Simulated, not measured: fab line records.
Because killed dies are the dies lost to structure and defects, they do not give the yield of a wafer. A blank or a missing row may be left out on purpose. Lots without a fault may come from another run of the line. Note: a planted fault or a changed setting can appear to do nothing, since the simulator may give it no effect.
fab line records	flow sky130
[record] lots = 6	wafers = 18	lastDay = 50
route steps=708 shown POLY_GATE@219
lots untouched by any fault: they come from a run of this same line in which no faults occurred
startH: start of the lot's first displayed wafer, in hours after the record's first day	waitH: hours from the lot's prior step to this one	" as in the row above	L1.1+2: several wafers, shown together as one row	- no value, or no start was given	* or withheld: withheld	< > ~ a bound
route shown NAME@n: names a module that has steps shown in the file, with the first one's number in the route	usual: average and standard deviation across the fault-free wafers	same: alike in all rows	chamber/n: place in a boat	sites: readings site by site	_std_site: the values' standard deviation	_edge_site: mean of outer sites minus mean of inner sites	radiusMm: for every site, how far away it sits from the centre of the wafer	mask NAME#n: copy n	behind: the tool/chamber that last shaped the wafer	hold: cause of the lot's hold/its duration in hours/its outcome	device: whichever transistor did not switch (one of n, p or np)	end of line: tests run on the same wafers once the route is complete	for a step that has no rows: nothing shown but its recipe	killed: dies that structure and defects cost at the first sort, which is not the same as the wafer's yield	map: a wafer's dies, marking killed ones x, the rest . and places with no die _
set.NAME: the run value of the setting; set.NAME@STEP: its run value at that earlier step	model.NAME: the simulator's own value behind a step, which no gauge read
lots at some steps of the route; a table a step, a row a wafer
services: from which hour (startH, from the record's first day; less than 0 if before it) a tool's chamber was out of use, for how many hours, and why
[[steps]]
[step SKY_POLY_GATE_DEHYDRATE_05]
[recipe] tempC = 200	timeS = 60
[step SKY_POLY_GATE_HMDS_06]
[recipe] primeTimeS = 60	primeTempC = 120
[step SKY_POLY_GATE_COAT_07]
[recipe] resist = BARC	tempC = withheld	timeS = withheld	spinRpm = 3000	resistThkNm = 110
[step SKY_POLY_GATE_COAT_08]
[recipe] resist = KrF-thick	spinRpm = 3000	resistThkNm = 450
[step SKY_POLY_GATE_SOFTBAKE_09]
[recipe] tempC = 100	timeS = 90	resist = KrF-thick
[step SKY_POLY_GATE_EXPOSE_10]
[recipe] maskId = P1M	na = 0.68	sourceShape = conventional	sigmaOuter = 0.6	targetCdNm = 150	doseMj = 28
[step SKY_POLY_GATE_PEB_11]
[recipe] pebTempC = withheld	pebTimeS = withheld	resist = KrF-thick
[step SKY_POLY_GATE_DEVELOP_12]
[recipe] developTimeS = 60	resist = KrF-thick	devTempC = 21
[step SKY_POLY_GATE_CD_MEAS_13]
[recipe] targetCdNm = 150
[usual] cdNm = 150.2/1.5
lot.wafer	tool	chamber	startH	waitH	cdNm
L261.4	cdSem-02	-	398.16	-	148.5
L261.5	"	-	"	"	148.4
L261.6	"	-	"	"	150.0
L264.1	cdSem-02	-	432.40	-	149.0
L264.3	"	-	"	"	148.7
L264.5	"	-	"	"	149.3
L265.1	cdSem-01	-	445.59	-	149.2
L265.2	"	-	"	"	148.2
L265.6	"	-	"	"	148.2
L274.2	cdSem-02	-	524.41	-	148.3
L274.4	"	-	"	"	149.3
L274.6	"	-	"	"	149.0
L275.2	cdSem-01	-	533.97	-	149.9
L275.4	"	-	"	"	148.7
L275.5	"	-	"	"	149.0
L278.1	cdSem-01	-	565.14	-	148.0
L278.2	"	-	"	"	148.0
L278.5	"	-	"	"	147.4
[step SKY_POLY_GATE_OVL_MEAS_14]
[usual] POLY_GATE_OVL = 0/5.8
lot.wafer	tool	chamber	startH	waitH	POLY_GATE_OVL[nm]
L261.4	overlay-01	-	398.24	0.1	7
L261.5	"	-	"	"	0
L261.6	"	-	"	"	7
L264.1	overlay-01	-	432.52	0.1	-5
L264.3	"	-	"	"	-4
L264.5	"	-	"	"	2
L265.1	overlay-01	-	445.71	0.1	0
L265.2	"	-	"	"	-5
L265.6	"	-	"	"	-3
L274.2	overlay-01	-	524.52	0.1	4
L274.4	"	-	"	"	3
L274.6	"	-	"	"	-3
L275.2	overlay-01	-	534.08	0.1	-5
L275.4	"	-	"	"	-4
L275.5	"	-	"	"	3
L278.1	overlay-02	-	565.26	0.1	5
L278.2	"	-	"	"	8
L278.5	"	-	"	"	5
[step SKY_POLY_GATE_ETCH_15]
[recipe] chemistry = N2/H2	target = BARC	ionEnergyEv = 200	sourceW = 500	biasW = 100	pressureMtorr = 30	n2FlowSccm = 100	h2FlowSccm = 200	stopOn = SiO2	timeS = 118.5	targetDepthA = 1100
[usual] biasW = 100.0/0.31	chamberPressureMTorr = 30.002/0.026	drypumpMotorCurrentA = 6.0/0.44	oesProductAu = 0.716/0.0049	throttleValvePct = 13.214/0.0087
lot.wafer	tool	chamber	startH	waitH	biasW	chamberPressureMTorr	drypumpMotorCurrentA	oesProductAu	rfHoursCounterH	throttleValvePct
L261.4	rieDiel-04	0	398.26	0.0	100.1	29.998	5.9	0.722	52	13.223
L261.5	"	0	"	"	100.3	30.007	5.9	0.719	-	13.208
L261.6	"	1	"	"	100.3	30.026	6.8	0.720	-	13.206
L264.1	rieDiel-02	2	432.56	0.0	99.8	30.032	6.1	0.713	15	13.222
L264.3	"	1	"	"	100.0	29.986	5.2	0.714	59	13.189
L264.5	"	2	"	"	100.2	29.977	6.1	0.725	-	13.226
L265.1	rieDiel-03	1	445.75	0.0	100.2	29.963	6.6	0.718	67	13.220
L265.2	"	3	"	"	100.1	29.998	5.7	0.716	45	13.212
L265.6	"	0	"	"	100.2	29.962	5.5	0.711	-	13.211
L274.2	rieDiel-04	2	524.55	0.0	99.8	29.936	6.1	0.712	5	13.226
L274.4	"	0	"	"	100.2	30.029	5.9	0.727	54	13.216
L274.6	"	3	"	"	100.4	30.020	6.0	0.711	-	13.220
L275.2	rieDiel-03	0	534.11	0.0	100.2	29.987	5.6	0.720	1	13.223
L275.4	"	2	"	"	99.5	30.043	6.2	0.717	73	13.220
L275.5	"	2	"	"	100.4	29.974	6.2	0.716	-	13.213
L278.1	rieDiel-03	2	565.30	0.0	100.1	29.995	6.2	0.717	73	13.211
L278.2	"	0	"	"	100.6	30.028	5.5	0.715	1	13.202
L278.5	"	2	"	"	100.1	29.986	6.2	0.716	-	13.216
[step SKY_POLY_GATE_ETCH_16]
[recipe] stopOn = poly-Si	chemistry = CH3F/O2	target = Si3N4	sourceW = 400	biasW = 80	pressureMtorr = 25	ch3fFlowSccm = 40	O2_flow_sccm = 30	timeS = 147.5	targetDepthA = 750
[usual] O2_flow_sccm = 30.01/0.09	biasW = 80.04/0.23	drypumpMotorCurrentA = 6.0/0.44	oesProductAu = 0.640/0.0048	throttleValvePct = 10.535/0.0091
lot.wafer	tool	chamber	startH	waitH	O2_flow_sccm	biasW	drypumpMotorCurrentA	oesProductAu	rfHoursCounterH	throttleValvePct
L261.4	rieDiel-04	0	398.34	0.0	30.04	79.99	5.9	0.641	52	10.537
L261.5	"	0	"	"	30.03	79.67	5.9	0.640	-	10.529
L261.6	"	1	"	"	30.00	80.07	6.8	0.642	-	10.526
L264.1	rieDiel-02	2	432.64	0.0	30.08	80.27	6.1	0.650	15	10.535
L264.3	"	1	"	"	29.97	80.28	5.2	0.642	59	10.516
L264.5	"	2	"	"	30.03	79.76	6.1	0.643	-	10.532
L265.1	rieDiel-03	1	445.83	0.0	30.03	80.01	6.6	0.641	67	10.524
L265.2	"	3	"	"	29.96	79.68	5.7	0.640	45	10.550
L265.6	"	0	"	"	29.98	80.37	5.6	0.648	-	10.515
L274.2	rieDiel-04	2	524.63	0.0	29.94	80.30	6.0	0.641	5	10.539
L274.4	"	0	"	"	30.17	80.15	5.9	0.632	54	10.534
L274.6	"	3	"	"	29.98	80.17	5.9	0.635	-	10.528
L275.2	rieDiel-03	0	534.19	0.0	29.97	80.46	5.5	0.633	1	10.535
L275.4	"	2	"	"	30.06	80.39	6.2	0.636	73	10.517
L275.5	"	2	"	"	29.99	80.21	6.2	0.639	-	10.548
L278.1	rieDiel-03	2	565.38	0.0	29.97	79.87	6.2	0.639	73	10.549
L278.2	"	0	"	"	29.94	80.10	5.5	0.640	1	10.532
L278.5	"	2	"	"	30.10	79.89	6.2	0.647	-	10.540
[step SKY_POLY_GATE_ETCH_17]
[recipe] targetDepthNm = 180	stopOn = SiO2	overEtchFrac = 0.56667	chemistry = HBr/Cl2	target = poly-Si	icpW = 400	biasW = 100	pressureMtorr = 10	HBr_flow_sccm = 150	Cl2_flow_sccm = 50	timeS = 70.5
[usual] HBr_flow_sccm = 149.9/0.47	biasW = 100.04/0.3	drypumpMotorCurrentA = 5.5/0.4	oesProductAu = 0.990/0.0073	throttleValvePct = 33.686/0.0087
lot.wafer	tool	chamber	startH	waitH	HBr_flow_sccm	biasW	drypumpMotorCurrentA	oesProductAu	rfHoursCounterH	throttleValvePct	model.KrF-thick_of_POLY_GATE_COAT_08.thkNm
L261.4	rieSi-01	1	398.44	0.0	150.1	100.15	6.0	0.983	71	33.705	136.2
L261.5	"	0	"	"	149.1	100.48	5.5	0.980	-	33.689	133.5
L261.6	"	3	"	"	150.7	99.77	5.9	0.991	-	33.686	137.2
L264.1	rieSi-02	3	432.74	0.0	-	-	-	-	-	-	234.8
L264.3	"	2	"	"	-	-	-	-	-	-	232.5
L264.5	"	1	"	"	-	-	-	-	-	-	235.2
L265.1	rieSi-01	0	445.93	0.0	-	-	-	-	-	-	236.6
L265.2	"	3	"	"	-	-	-	-	-	-	236.2
L265.6	"	0	"	"	-	-	-	-	-	-	236.4
L274.2	rieSi-01	1	524.73	0.0	149.1	100.23	5.9	0.985	0	33.686	138.2
L274.4	"	3	"	"	150.2	99.72	5.9	0.982	2	33.682	136.3
L274.6	"	3	"	"	149.6	99.65	5.9	0.980	-	33.685	139.1
L275.2	rieSi-02	0	534.29	0.0	149.3	99.55	4.7	1.001	3	33.703	136.4
L275.4	"	3	"	"	150.3	100.25	5.5	0.989	4	33.699	142.6
L275.5	"	0	"	"	149.4	99.99	4.7	0.990	-	33.681	142
L278.1	rieSi-01	3	565.48	0.0	149.6	100.12	5.9	0.993	2	33.701	141.7
L278.2	"	2	"	"	149.7	99.36	5.6	0.997	3	33.695	137.1
L278.5	"	2	"	"	149.7	99.70	5.6	0.987	-	33.687	140.5
[step SKY_POLY_GATE_STRIP_18]
[recipe] chemistry = O2/N2	powerW = 1400	pressureMtorr = 1500	platenTempC = withheld	o2FlowSccm = 3000	n2FlowSccm = 300	overashFraction = 0.5
[usual] drypumpMotorCurrentA = 5.62/0.27	oesProductAu = 0.360/0.0048	stripTimeToEndpointS = 3.16/0.036
lot.wafer	tool	chamber	startH	waitH	drypumpMotorCurrentA	oesProductAu	rfHoursCounterH	stripTimeToEndpointS
L261.4	plasmaAsher-04	1	398.53	0.1	5.99	0.357	-	3.13
L261.5	"	1	"	"	5.97	0.352	-	3.10
L261.6	"	0	"	"	5.88	0.364	-	3.13
L264.1	plasmaAsher-02	1	432.80	0.0	5.38	0.396	31	4.18
L264.3	"	0	"	"	5.31	0.402	-	4.16
L264.5	"	1	"	"	5.41	0.396	-	4.20
L265.1	plasmaAsher-02	0	445.98	0.0	5.35	0.404	32	4.21
L265.2	"	1	"	"	5.40	0.411	32	4.21
L265.6	"	0	"	"	5.34	0.404	-	4.20
L274.2	plasmaAsher-02	0	524.78	0.0	5.31	0.365	41	3.16
L274.4	"	0	"	"	5.33	0.361	-	3.12
L274.6	"	0	"	"	5.33	0.361	-	3.15
L275.2	plasmaAsher-03	0	534.34	0.0	5.38	0.354	70	3.14
L275.4	"	1	"	"	5.75	0.361	-	3.20
L275.5	"	0	"	"	5.38	0.356	-	3.20
L278.1	plasmaAsher-03	1	565.53	0.0	5.74	0.360	73	3.18
L278.2	"	0	"	"	5.36	0.356	73	3.15
L278.5	"	1	"	"	5.74	0.362	-	3.18
[step SKY_POLY_GATE_CLEAN_19]
[recipe] chemistry = SC1/SC2	mix = 1:4:20	tempC = 70	timeS = 150	dry = n2Spin
[[services]]
tool	chamber	startH	hours	kind
rieDiel-02	3	387.21	3.0	repair
rieDiel-03	0	388.84	7.2	repair
rieDiel-02	1	398.70	7.8	repair
plasmaAsher-04	-	400.43	1.9	repair
plasmaAsher-04	-	421.25	9.0	pm
rieSi-01	1	429.01	-	clean
rieDiel-04	0	429.67	7.1	repair
rieSi-02	0	441.75	10.8	repair
rieSi-01	-	442.02	2.8	pm
rieDiel-03	3	450.67	4.2	repair
rieDiel-04	-	458.91	17.3	repair
rieDiel-02	1	464.60	3.3	repair
rieDiel-03	3	468.94	9.3	repair
plasmaAsher-03	-	469.04	2.8	pm
rieDiel-02	3	471.14	5.7	repair
rieDiel-03	0	478.25	-	clean
rieDiel-03	0	478.25	17.3	scheduledDown
rieDiel-03	0	478.25	17.3	ventCycle
rieSi-02	-	497.27	0.3	repair
rieDiel-03	3	508.56	5.1	repair
rieDiel-02	2	510.63	2.7	repair
rieDiel-02	0	513.14	5.7	repair
plasmaAsher-02	-	549.55	1.1	repair
rieSi-01	1	554.32	13.5	repair
[[key]]
[firstSign] step = SKY_POLY_GATE_ETCH_17	reading = toolRecord	direction = missing
[effect] step = SKY_POLY_GATE_STRIP_18	reading = stripTimeToEndpointS	direction = up	sigmas = 29	usual = *	struck = *
[modelEffect] step = SKY_POLY_GATE_ETCH_17	value = KrF-thick_of_POLY_GATE_COAT_08.thkNm	without = 140	struck = 235.3
metAt SKY_POLY_GATE_ETCH_17
struckWafers L264.1,L264.3,L264.5,L265.1,L265.2,L265.6
laterRowsLeftOut L264.1,L264.3,L264.5,L265.1,L265.2,L265.6
sortLeftOut L264.1,L264.3,L264.5,L265.1,L265.2,L265.6
testerLeftOut L264,L265
onsetBetween 398.44 432.74
[fault] kind = skippedStepWhole	tool = rieSi-01,rieSi-02	chamber = -	onsetH = 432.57	steps = SKY_POLY_GATE_ETCH_17	scope = struckLotsOnly
// testerLeftOut: of these lots the tester's yield and bins aren't shown, on N5 and GAA mostly nor the transistor test; their killed dies are dies lost to structure and defects alone, not to doping, threshold or leakage, so they don't give the yield
// sortLeftOut: the simulated sort isn't trusted on such a fault, so these wafers' sort isn't shown, and their yield isn't known
// laterRowsLeftOut: the simulator's readings of these wafers behind a module that went badly wrong aren't trusted and aren't shown, but for the sort
